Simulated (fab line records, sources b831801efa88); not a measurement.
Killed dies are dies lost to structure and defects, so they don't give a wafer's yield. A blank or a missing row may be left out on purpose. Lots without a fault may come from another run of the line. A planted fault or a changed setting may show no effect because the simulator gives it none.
fab line records | flow sky130
record lots=5 wafers=15 last_day=51
route steps=708 shown METAL2@496 VIA2@507
lots that met no fault: from a run of the same line without faults
start_h: hours from the record's first day to the start of the lot's first wafer shown | wait_h: hours since the lot's step before | " the same as in the row above | L1.1+2: a row that stands for several wafers | - no value, or no start given | * or withheld: withheld | < > ~ a bound
route shown NAME@n: a module of which the file shows steps, and the number in the route of the first | usual: mean/standard deviation of fault-free wafers | same: alike in all rows | chamber/n: place in a boat | sites: the reading at each site | _std_site: their standard deviation | _edge_site: outer sites' mean less inner sites' | radius_mm: how far each site lies from the wafer's centre | mask NAME#n: copy n | behind: the tool/chamber that last shaped the wafer | hold: why the lot was held/for how many hours/how that ended | device: the transistor (n, p or np) that didn't switch | end of line: the same wafers' tests at the end of the route | a step without rows: its recipe alone | killed: dies lost to structure and defects at the first sort, not the wafer's yield | map: a wafer's dies, x killed, . not, _ none there
set.NAME: the setting as run; set.NAME@STEP: as run at that earlier step | model.NAME: the simulator's own value behind a step, which no gauge read
lots at some steps of the route; a table a step, a row a wafer
services: from which hour (start_h, from the record's first day; less than 0 if before it) a tool's chamber was out of use, for how many hours, and why
## steps
# step SKY_METAL2_PEB_13
# recipe peb_temp_c=withheld peb_time_s=withheld resist=KrF-thick
# columns lot.wafer tool chamber start_h wait_h
L074.1+5+6 litho_track-04 0 - -
L077.2+3+5 litho_track-01 0 - -
L088.1+2+3 litho_track-04 0 - -
L096.2+5+6 litho_track-02 0 - -
L097.1+2+5 litho_track-02 0 - -
# step SKY_METAL2_DEVELOP_14
# recipe develop_time_s=60 resist=KrF-thick dev_temp_c=21
# columns lot.wafer tool chamber start_h wait_h
L074.1+5+6 litho_track-04 0 - -
L077.2+3+5 litho_track-01 0 - -
L088.1+2+3 litho_track-04 0 - -
L096.2+5+6 litho_track-02 0 - -
L097.1+2+5 litho_track-02 0 - -
# step SKY_METAL2_CD_MEAS_15
# recipe target_cd_nm=140
# usual cd_nm=140.4/1.6
# columns lot.wafer tool chamber start_h wait_h cd_nm
L074.1 cd_sem-02 - 843.99 - 140.5
L074.5 " - " " 140.9
L074.6 " - " " 139.7
L077.2 cd_sem-02 - 872.10 - 138.0
L077.3 " - " " 138.5
L077.5 " - " " 138.2
L088.1 cd_sem-02 - 948.29 - 141.6
L088.2 " - " " 142.6
L088.3 " - " " 142.4
L096.2 cd_sem-01 - 996.79 - 138.9
L096.5 " - " " 139.6
L096.6 " - " " 138.3
L097.1 cd_sem-02 - 997.77 - 139.8
L097.2 " - " " 140.2
L097.5 " - " " 140.9
# step SKY_METAL2_OVL_MEAS_16
# usual METAL2_OVL=-1/6.4
# columns lot.wafer tool chamber start_h wait_h METAL2_OVL[nm]
L074.1 overlay-01 - 844.11 0.1 3
L074.5 " - " " 4
L074.6 " - " " 1
L077.2 overlay-02 - 872.20 0.1 -4
L077.3 " - " " -6
L077.5 " - " " -7
L088.1 overlay-01 - 948.41 0.1 5
L088.2 " - " " -1
L088.3 " - " " 1
L096.2 overlay-01 - 996.89 0.1 -1
L096.5 " - " " -5
L096.6 " - " " -5
L097.1 overlay-02 - 997.89 0.1 -13
L097.2 " - " " -14
L097.5 " - " " -15
# step SKY_METAL2_DESCUM_17
# recipe chemistry=O2 source_power_w=150 bias_power_w=0 pressure_mtorr=10 temp_c=40 time_s=8
# usual chamber_pressure_mTorr=10.001/0.0093 drypump_motor_current_A=5.8/0.36 oes_product_au=0.990/0.013 rf_fwd_power_W=147.3/0.66
# columns lot.wafer tool chamber start_h wait_h chamber_pressure_mTorr drypump_motor_current_A oes_product_au rf_fwd_power_W rf_hours_counter_h
L074.1 rie_metal-04 1 844.15 0.0 10.007 5.2 0.986 146.3 5
L074.5 " 0 " " 9.980 6.3 0.981 147.6 -
L074.6 " 1 " " 9.995 5.2 0.976 145.8 -
L077.2 rie_metal-01 1 872.24 0.0 9.996 5.7 0.989 148.5 -
L077.3 " 1 " " 9.993 5.7 0.979 148.0 -
L077.5 " 1 " " 10.008 5.7 0.984 148.6 -
L088.1 rie_metal-01 1 948.45 0.0 10.006 5.8 0.993 147.9 6
L088.2 " 0 " " 10.002 5.7 1.007 146.2 3
L088.3 " 0 " " 10.023 5.7 1.006 146.9 -
L096.2 rie_metal-01 1 996.92 0.0 10.005 5.7 0.987 147.4 9
L096.5 " 0 " " 9.991 5.6 1.017 147.0 -
L096.6 " 1 " " 10.004 5.7 1.003 147.5 -
L097.1 rie_metal-04 0 997.92 0.0 10.015 6.3 0.991 147.0 20
L097.2 " 1 " " 10.003 5.2 0.986 147.1 12
L097.5 " 0 " " 10.003 6.3 0.968 146.6 -
# step SKY_METAL2_ETCH_18
# recipe chemistry=N2/H2 target=BARC ion_energy_ev=200 bias_w=100 pressure_mtorr=30 n2_flow_sccm=100 h2_flow_sccm=200 icp_w=500 stop_on=SiO2 time_s=45.9 target_depth_a=600
# usual bias_w=100.0/0.32 chamber_pressure_mTorr=30.004/0.027 drypump_motor_current_A=5.8/0.36 oes_product_au=0.855/0.0045 rf_fwd_power_W=495.3/1.6 throttle_valve_pct=13.225/0.01
# columns lot.wafer tool chamber start_h wait_h bias_w chamber_pressure_mTorr drypump_motor_current_A oes_product_au rf_fwd_power_W rf_hours_counter_h throttle_valve_pct
L074.1 rie_metal-04 1 844.18 0.0 99.9 30.004 5.2 0.861 498.5 5 13.221
L074.5 " 0 " " 100.3 29.979 6.3 0.856 496.0 - 13.220
L074.6 " 1 " " 100.0 29.958 5.2 0.862 495.1 - 13.248
L077.2 rie_metal-01 1 872.32 0.1 100.1 30.062 5.7 0.849 495.8 - 13.225
L077.3 " 1 " " 100.1 30.035 5.7 0.857 496.4 - 13.227
L077.5 " 1 " " 100.1 29.994 5.8 0.846 495.8 - 13.235
L088.1 rie_metal-01 1 948.48 0.0 100.5 30.008 5.7 0.853 495.1 6 13.204
L088.2 " 0 " " 99.8 30.020 5.6 0.851 496.8 3 13.214
L088.3 " 0 " " 99.5 29.967 5.7 0.859 496.4 - 13.227
L096.2 rie_metal-01 1 996.95 0.0 99.5 30.007 5.8 0.846 496.2 9 13.238
L096.5 " 0 " " 100.1 29.989 5.7 0.855 495.7 - 13.220
L096.6 " 1 " " 99.6 30.034 5.8 0.852 496.0 - 13.229
L097.1 rie_metal-04 0 997.95 0.0 99.4 30.031 6.3 0.858 493.3 20 13.242
L097.2 " 1 " " 99.9 29.956 5.2 0.846 494.8 12 13.215
L097.5 " 0 " " 99.6 30.002 6.3 0.850 494.0 - 13.223
# step SKY_METAL2_METAL_ETCH_19
# recipe target_depth_a=3600 stop_on=SiO2 over_etch_frac=0.3 time_s=78 chemistry=Cl2/BCl3 resist_sidewall_deg=88 pressure_mtorr=10 icp_w=900 bias_w=48.5 Cl2_flow_sccm=60 bcl3_flow_sccm=30
# usual bias_w=48.52/0.16 chamber_pressure_mTorr=10.000/0.0091 drypump_motor_current_A=5.7/0.36 oes_product_au=0.856/0.0054 rf_fwd_power_W=894.3/2.6 throttle_valve_pct=22.265/0.0093
# columns lot.wafer tool chamber start_h wait_h bias_w chamber_pressure_mTorr drypump_motor_current_A oes_product_au rf_fwd_power_W rf_hours_counter_h throttle_valve_pct
L074.1 rie_metal-04 1 844.24 0.0 48.51 10.009 5.2 0.865 894.8 6 22.278
L074.5 " 0 " " 48.33 10.004 6.3 0.852 891.8 - 22.264
L074.6 " 1 " " 48.62 9.984 5.2 0.857 895.1 - 22.270
L077.2 rie_metal-01 1 872.45 0.1 48.40 9.994 5.7 0.856 894.2 - 22.268
L077.3 " 1 " " 48.68 10.007 5.7 0.861 894.4 - 22.261
L077.5 " 1 " " 48.62 9.996 5.7 0.855 897.5 - 22.259
L088.1 rie_metal-01 1 948.54 0.0 48.59 9.982 5.7 0.857 895.4 6 22.275
L088.2 " 0 " " 48.47 9.998 5.7 0.860 890.9 3 22.237
L088.3 " 0 " " 48.35 10.016 5.6 0.855 892.9 - 22.253
L096.2 rie_metal-01 1 997.02 0.0 48.41 10.001 5.7 0.853 894.3 9 22.265
L096.5 " 0 " " 48.66 10.006 5.6 0.863 894.8 - 22.269
L096.6 " 1 " " 48.47 10.003 5.7 0.853 894.4 - 22.264
L097.1 rie_metal-04 0 998.02 0.0 48.55 9.994 6.3 0.849 898.8 20 22.266
L097.2 " 1 " " 48.66 9.997 5.2 0.853 896.9 12 22.253
L097.5 " 0 " " 48.30 9.999 6.3 0.845 892.9 - 22.280
# step SKY_METAL2_STRIP_20
# recipe chemistry=O2/N2 power_w=1400 pressure_mtorr=1500 platen_temp_c=withheld o2_flow_sccm=3000 n2_flow_sccm=300 overash_fraction=0.5
# usual chamber_pressure_mTorr=1500.1/1.5 drypump_motor_current_A=5.5/0.42 oes_product_au=0.345/0.005 strip_time_to_endpoint_s=2.75/0.061
# columns lot.wafer tool chamber start_h wait_h chamber_pressure_mTorr drypump_motor_current_A oes_product_au rf_hours_counter_h strip_time_to_endpoint_s
L074.1 plasma_asher-02 0 844.33 0.1 1499.8 5.5 0.349 102 2.82
L074.5 " 0 " " 1498.2 5.5 0.342 - 2.82
L074.6 " 1 " " 1502.7 5.2 0.348 - 2.80
L077.2 plasma_asher-01 1 872.60 0.1 1498.8 5.8 0.351 76 2.77
L077.3 " 1 " " 1502.7 5.8 0.354 - 2.75
L077.5 " 1 " " 1503.2 5.8 0.344 - 2.74
L088.1 plasma_asher-03 1 948.63 0.1 1502.5 6.1 0.355 49 2.70
L088.2 " 0 " " 1500.3 5.3 0.349 49 2.65
L088.3 " 1 " " 1497.8 6.1 0.345 - 2.67
L096.2 plasma_asher-03 1 997.11 0.1 1502.1 6.1 0.349 54 2.77
L096.5 " 0 " " 1501.5 5.4 0.341 - 2.61
L096.6 " 1 " " 1498.2 6.2 0.346 - 2.78
L097.1 plasma_asher-01 1 998.11 0.1 1497.4 5.8 0.351 89 2.73
L097.2 " 0 " " 1502.1 5.0 0.340 89 2.77
L097.5 " 0 " " 1500.6 5.0 0.332 - 2.73
# step SKY_METAL2_STRIP_21
# recipe chemistry=post_etch_residue_remover time_s=1200 temp_c=72.5
# columns lot.wafer tool chamber start_h wait_h
L074.1+5+6 wet_bench-02 3 844.43 0.1
L077.2+3+5 wet_bench-04 3 872.70 0.1
L088.1+2+3 wet_bench-03 3 948.73 0.1
L096.2+5+6 wet_bench-03 2 997.21 0.1
L097.1+2+5 wet_bench-03 1 998.21 0.1
# step SKY_METAL2_CLEAN_22
# recipe chemistry=IPA time_s=180 temp_c=25
# columns lot.wafer tool chamber start_h wait_h
L074.1+5+6 wet_bench-03 2 844.78 0.0
L077.2+3+5 wet_bench-04 3 873.07 0.0
L088.1+2+3 wet_bench-04 0 949.08 0.0
L096.2+5+6 wet_bench-04 3 997.55 0.0
L097.1+2+5 wet_bench-03 1 998.55 0.0
# step SKY_METAL2_CLEAN_23
# recipe chemistry=O3/DIW dry=n2_spin
# columns lot.wafer tool chamber start_h wait_h
L074.1+5+6 wet_bench-04 1 844.83 0.0
L077.2+3+5 wet_bench-02 0 873.14 0.0
L088.1+2+3 wet_bench-02 1 949.14 0.0
L096.2+5+6 wet_bench-02 1 997.61 0.0
L097.1+2+5 wet_bench-03 0 998.61 0.0
# step SKY_VIA2_HDPCVD_00
# recipe material=SiO2 target_thk_nm=1180 sigma_open_frac=0.3 time_s=196.7 temp_c=400 sih4_flow_sccm=60 pressure_mtorr=6
# columns lot.wafer tool chamber start_h wait_h
L074.1+5+6 hdpcvd-01 2,2,1 845.02 0.0
L077.2+3+5 hdpcvd-01 1,0,1 873.23 0.0
L088.1+2+3 hdpcvd-01 1,2,0 949.23 0.0
L096.2+5+6 hdpcvd-01 0,2,1 997.70 0.0
L097.1+2+5 hdpcvd-02 0,2,1 998.70 0.0
# step SKY_VIA2_THK_MEAS_01
# recipe reads=SiO2_of_VIA2_HDPCVD_00
# usual VIA2_HDPCVD_THK=1186/13
# columns lot.wafer tool chamber start_h wait_h VIA2_HDPCVD_THK[nm]
L074.1 film_metro-01 - 845.14 0.1 1174
L074.5 " - " " 1189
L074.6 " - " " 1210
L077.2 film_metro-03 - 873.37 0.1 1201
L077.3 " - " " 1199
L077.5 " - " " 1207
L088.1 film_metro-03 - 949.36 0.1 1198
L088.2 " - " " 1166
L088.3 " - " " 1190
L096.2 film_metro-03 - 997.83 0.1 1218
L096.5 " - " " 1183
L096.6 " - " " 1200
L097.1 film_metro-04 - 998.82 0.1 1166
L097.2 " - " " 1187
L097.5 " - " " 1180
# step SKY_VIA2_CMP_02
# recipe material=SiO2 down_force_psi=4 platen_rpm=60 pad_velocity_m_s=0.94248
# usual motor_current_A=11.9/0.8 slurry_flow_ml_min=150.0/0.45
# columns lot.wafer tool chamber start_h wait_h motor_current_A slurry_flow_ml_min
L074.1 cmp-01 3 845.31 0.2 12.4 149.3
L074.5 " 1 " " 12.3 149.9
L074.6 " 2 " " 11.1 149.2
L077.2 cmp-01 3 873.47 0.1 13.0 149.7
L077.3 " 0 " " 11.3 149.9
L077.5 " 3 " " 12.8 150.4
L088.2 cmp-01 3 949.47 0.1 13.4 150.0
L088.1 " 0 " " 11.6 149.4
L088.3 " 1 " " 11.8 149.6
L096.2 cmp-02 0 998.03 0.2 12.7 150.1
L096.5 " 1 " " 11.4 149.9
L096.6 " 2 " " 10.7 149.9
L097.1 cmp-02 2 998.88 0.1 11.3 149.7
L097.2 " 3 " " 10.8 149.8
L097.5 " 3 " " 10.8 150.1
# step SKY_VIA2_BOW_MEAS_03
# recipe mode=bow
# usual VIA2_BOW=85/7.3
# columns lot.wafer tool chamber start_h wait_h VIA2_BOW[um]
L074.1 film_metro-03 - 845.53 0.2 70
L074.5 " - " " 77
L074.6 " - " " 75
L077.2 film_metro-01 - 873.74 0.2 83
L077.3 " - " " 75
L077.5 " - " " 84
L088.1 film_metro-01 - 949.72 0.1 76
L088.2 " - " " 82
L088.3 " - " " 76
L096.2 film_metro-01 - 998.20 0.1 84
L096.5 " - " " 83
L096.6 " - " " 71
L097.1 film_metro-01 - 999.18 0.2 92
L097.2 " - " " 96
L097.5 " - " " 83
## services
# columns tool chamber start_h hours kind
rie_metal-04 - 821.41 0.3 repair
rie_metal-04 - 833.85 0.6 repair
hdpcvd-01 - 836.47 4.0 repair
cmp-02 - 844.01 6.1 repair
rie_metal-01 - 845.10 1.6 repair
plasma_asher-03 - 846.60 2.8 pm
cmp-01 - 853.43 0.9 repair
rie_metal-01 0 862.23 - clean
cmp-02 - 862.74 19.6 pm
wet_bench-03 - 871.79 1.9 pm
hdpcvd-02 1 872.82 2.2 repair
cmp-01 - 882.59 5.5 pm
hdpcvd-01 - 887.43 0.6 repair
cmp-02 - 892.65 5.4 pm
hdpcvd-02 2 892.97 11.5 repair
cmp-02 - 912.07 4.0 pm
cmp-02 - 912.90 1.0 repair
cmp-01 - 916.07 5.4 pm
cmp-02 - 922.56 6.5 repair
hdpcvd-02 - 950.25 15.0 pm
cmp-01 - 967.33 6.7 repair
hdpcvd-02 - 981.47 1.0 repair
cmp-02 - 982.08 4.1 repair
wet_bench-02 - 982.12 1.9 pm
## key
fault none
